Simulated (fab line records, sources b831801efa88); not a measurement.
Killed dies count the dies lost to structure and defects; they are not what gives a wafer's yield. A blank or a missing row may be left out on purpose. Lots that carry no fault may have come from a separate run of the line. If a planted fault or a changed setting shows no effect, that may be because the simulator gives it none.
Check for tools in common | flow sky130 | 12 lots and 36 wafers in the sample

== REASON FOR OPENING ==
SKY_SONOS_ONO_THK_MEAS_05, reading SONOS_ONO_CVD_04_THK: flagged on 1 of 12 lots. No-fault wafers: 5.77 nm, standard deviation 0.12.
Rule: a lot is flagged when every wafer of it that has a number lies more than 4 standard deviations from that mean, or none has a number. As for the other lots, they are considered sound.

lot  | measured     | on            | SONOS_ONO_CVD_04_THK (nm), wafer by wafer | flag
L825 | day 11 22:18 | film metro-04 | 5.70 5.70 5.67                            |
L826 | day 12 14:49 | film metro-02 | 5.80 5.76 5.79                            |
L827 | day 13 01:46 | film metro-02 | 5.48 5.47 5.47                            |
L829 | day 13 09:20 | film metro-02 | 5.95 5.92 5.86                            |
L831 | day 14 06:58 | film metro-02 | 5.82 5.85 5.79                            |
L833 | day 14 17:02 | film metro-04 | 5.76 5.82 5.75                            |
L834 | day 14 21:10 | film metro-02 | 5.82 5.96 5.97                            |
L837 | day 16 00:20 | film metro-02 | 7.40 7.42 7.20                            | FLAGGED
L844 | day 18 05:20 | film metro-02 | 5.82 5.80 5.86                            |
L845 | day 18 10:44 | film metro-03 | 5.72 5.64 5.64                            |
L846 | day 18 22:57 | film metro-04 | 5.75 5.73 5.81                            |
L847 | day 19 10:14 | film metro-04 | 5.79 5.77 5.77                            |
On average the flagged lots' numbers are 7.34 nm, which is +1.57 nm against the usual, or +13 standard deviations.

== LOT BY LOT: THE TOOL USED ==
The record holds 1 process step before the reading, out of a route of 708 steps. Cell contents, in order: the tool; ch with the chambers the sampled wafers went through; the start.
lot  | flag    | SKY_SONOS_ONO_CVD_04
L825 |         | lpcvd-03 ch 0, day 11 21:02
L826 |         | lpcvd-03 ch 1, day 12 13:34
L827 |         | lpcvd-03 ch 1, day 13 00:31
L829 |         | lpcvd-03 ch 0, day 13 08:04
L831 |         | lpcvd-03 ch 1, day 14 05:43
L833 |         | lpcvd-03 ch 1, day 14 15:44
L834 |         | lpcvd-03 ch 1, day 14 19:55
L837 | FLAGGED | lpcvd-03 ch 0, day 15 23:05
L844 |         | lpcvd-03 ch 0, day 18 04:05
L845 |         | lpcvd-03 ch 1, day 18 09:29
L846 |         | lpcvd-03 ch 1, day 18 21:42
L847 |         | lpcvd-03 ch 0, day 19 08:59
What is done by these steps:
- SKY_SONOS_ONO_CVD_04: deposits SiO2 from SiH4/N2O, target thk 5.7199 nm.
- SKY_SONOS_ONO_THK_MEAS_05

== FLAGGED AGAINST TOTAL, ONE TOOL AT A TIME (gauges that did the reading follow at the end) ==
step                      | tool          | lots run | flagged | share of the flagged lots | sound lots run after its first flagged lot
SKY_SONOS_ONO_CVD_04      | lpcvd-03      | 12       | 1       | all                       | 4 (L844,L845,L846,L847)
SKY_SONOS_ONO_THK_MEAS_05 | film metro-02 | 7        | 1       | all                       | 1 (L844)
SKY_SONOS_ONO_THK_MEAS_05 | film metro-03 | 1        | 0       | none                      | -
SKY_SONOS_ONO_THK_MEAS_05 | film metro-04 | 4        | 0       | none                      | -

== WHAT IS ALLOWED BY THE TABLE ==
2 rows of the table ran every flagged lot: lpcvd-03 at SKY_SONOS_ONO_CVD_04, film metro-02 at SKY_SONOS_ONO_THK_MEAS_05.
- lpcvd-03 at SKY_SONOS_ONO_CVD_04 ran 12 lots, 1 of them flagged. Sound lots ran on it after the first flagged one (L844, L845, L846, L847), which a lasting fault on the whole tool wouldn't allow. Its own readings (spike tc lower C, zone power bottom pct, zone power centre pct, zone power lower pct) fall more than 4 standard deviations out on all wafers of the flagged lots.
- film metro-02 at SKY_SONOS_ONO_THK_MEAS_05 ran 7 lots, 1 of them flagged. Sound lots ran on it after the first flagged one (L844), which a lasting fault on the whole tool wouldn't allow.
None of the table's rows ran every flagged lot and, after the first, no sound lot.

== WHAT WAS PUT IN BY THE SIMULATOR ==
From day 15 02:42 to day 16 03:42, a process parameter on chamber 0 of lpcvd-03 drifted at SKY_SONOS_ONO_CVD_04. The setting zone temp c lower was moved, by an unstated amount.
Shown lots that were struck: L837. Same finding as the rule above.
